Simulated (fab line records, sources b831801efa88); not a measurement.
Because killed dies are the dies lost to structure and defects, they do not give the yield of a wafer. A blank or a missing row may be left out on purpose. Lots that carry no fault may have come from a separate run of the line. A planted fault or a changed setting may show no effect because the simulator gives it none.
A struck lot beside a sound one	flow sky130	22 out of 708 route steps
Sound: these wafers, L130.2, L130.3, L130.4. The struck wafers were L142.2, L142.3, L142.4. The cause is named last.
Order at every step that has rows: each side's tool, ch and its chambers, its first start. Under that, the readings that differ: sound wafers	struck wafers	difference of the means	sigmas: that difference in standard deviations of wafers without a fault.
alike: readings with means less than 2 such deviations apart, plus words and numbers identical on both sides. not compared: withheld readings, readings lacking a value on some wafer, bounds such as >300 that could conceal the same value, and numbers that have no deviation in the record and whose values overlap.
A row with sigmas, a row that says differs or no value, or rows on one side alone: a step with any of these is where the two part. When numbers do not overlap yet have no deviation, they are printed without sigmas and do not part them. Lack of a reading on every wafer of one side parts them only where that side has two or more wafers.

first, 1 step without rows for these wafers: SKY_CAP2M_DEVELOP_11 (develop time 60 s).
SKY_CAP2M_OVL_MEAS_12:
  struck on overlay-01, day 45 17:22; sound on overlay-02, day 41 17:49
  alike: CAP2M_OVL
SKY_CAP2M_METAL_ETCH_13: etches TiN in Cl2/BCl3, stops on SiO2, target depth 220 nm, time 62.9 s.
  sound on rie-metal-04 ch 0,1, day 41 17:50; struck on rie-metal-04 ch 0,1, day 45 17:23
  alike: bias-w, drypump-motor-current-A, oes-product-au, rf-fwd-power-W, throttle-valve-pct
  not compared: rf-hours-counter-h
SKY_CAP2M_STRIP_14: strips in O2/N2.
  sound on plasma-asher-01 ch 0,1, day 41 17:55; struck on plasma-asher-03 ch 0,1, day 45 17:28
  alike: drypump-motor-current-A, oes-product-au, strip-time-to-endpoint-s
  not compared: rf-hours-counter-h
then, 8 steps without rows for these wafers: SKY_CAP2M_STRIP_15 (strips in post etch residue remover, time 1200 s); SKY_CAP2M_CLEAN_16 (cleans in IPA, time 180 s); SKY_CAP2M_CLEAN_17 (cleans in O3/DIW); SKY_METAL4_DEHYDRATE_05 (time 60 s); SKY_METAL4_HMDS_06 (prime time 60 s); SKY_METAL4_COAT_07 (resist thk 60 nm); SKY_METAL4_COAT_08 (resist thk 1140 nm); SKY_METAL4_SOFTBAKE_09 (time 90 s).
SKY_METAL4_EXPOSE_10: exposes mask MM4, target cd 300 nm.
  sound on krf-scanner-01 ch 0, day 42 05:16; struck on krf-scanner-01 ch 0, day 46 03:19
reading	sound	struck	difference	sigmas
exposure-dose-mJ-cm2	28.006 28.029 28.009	27.502 27.490 27.481	-0.524	-21
  alike: mask, focus-offset-nm
then, 2 steps without rows for these wafers: SKY_METAL4_PEB_11; SKY_METAL4_DEVELOP_12 (develop time 60 s).
SKY_METAL4_CD_MEAS_13 targets a cd of 300 nm.
  struck on cd-sem-02, day 46 15:21; sound on cd-sem-02, day 42 17:07
reading	sound	struck	difference	sigmas
cd-nm (nm)	300.3 300.9 300.7	304.6 303.6 304.6	+3.6	+3
SKY_METAL4_OVL_MEAS_14:
  struck on overlay-02, day 46 15:27; sound on overlay-01, day 42 17:14
  alike: METAL4_OVL
SKY_METAL4_DESCUM_15: chemistry O2, time 8 s.
  sound on rie-metal-02 ch 0,1, day 42 17:16; struck on rie-metal-04 ch 0,1, day 46 15:29
reading	sound	struck	difference	sigmas
model.METAL4.cd-nm (nm)	300.5 301 300.7	304.5 303.9 304.2	+3.5	
  alike: drypump-motor-current-A, oes-product-au, rf-fwd-power-W
  not compared: rf-hours-counter-h
SKY_METAL4_ETCH_16: etches BARC in N2/H2, stops on SiO2, time 88.2 s, target depth 60 nm.
  sound on rie-metal-02 ch 0,1, day 42 17:17; struck on rie-metal-04 ch 0,1, day 46 15:31
  alike: bias-w, drypump-motor-current-A, oes-product-au, rf-fwd-power-W, throttle-valve-pct
  not compared: rf-hours-counter-h
SKY_METAL4_ETCH_17: etches SiO2 in C4F8/O2/Ar, stops on TiN, time 3.9 s, target depth 15 nm.
  sound on rie-diel-02 ch 0,1,2, day 42 17:23; struck on rie-diel-01 ch 1,2,3, day 46 15:37
reading	sound	struck	difference	sigmas
model.METAL4.cd-nm (nm)	301 301.1 300	304.2 304.5 303.3	+3.3	
  alike: bias-w, oes-product-au, rf-fwd-power-W
SKY_METAL4_METAL_ETCH_18: etches the open film in Cl2/BCl3, stops on SiO2, target depth 845 nm, time 183.1 s.
  sound on rie-metal-01 ch 0,1, day 42 17:25; struck on rie-metal-01 ch 0,1, day 46 15:38
  alike: bias-w, drypump-motor-current-A, oes-product-au, rf-fwd-power-W, throttle-valve-pct
  not compared: rf-hours-counter-h
-- the record jumps here: 3 days lie between the struck wafers' starts before and after (it left off in module METAL4 and takes up again in module PAD_OPEN, whose first step shown is number 708 of the route) --
SKY_PAD_OPEN_PROBE_99:
  record: rows for the struck wafers here (prober-01, day 49 21:35), none for the sound ones

== WHERE THEY PART ==
Earliest at SKY_METAL4_EXPOSE_10; latest, in this record, at SKY_PAD_OPEN_PROBE_99.

WHY: the cause the simulator had injected
Process parameters drifting: krf-scanner-01 at SKY_METAL4_EXPOSE_10, beginning at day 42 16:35. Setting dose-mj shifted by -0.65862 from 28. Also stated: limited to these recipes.
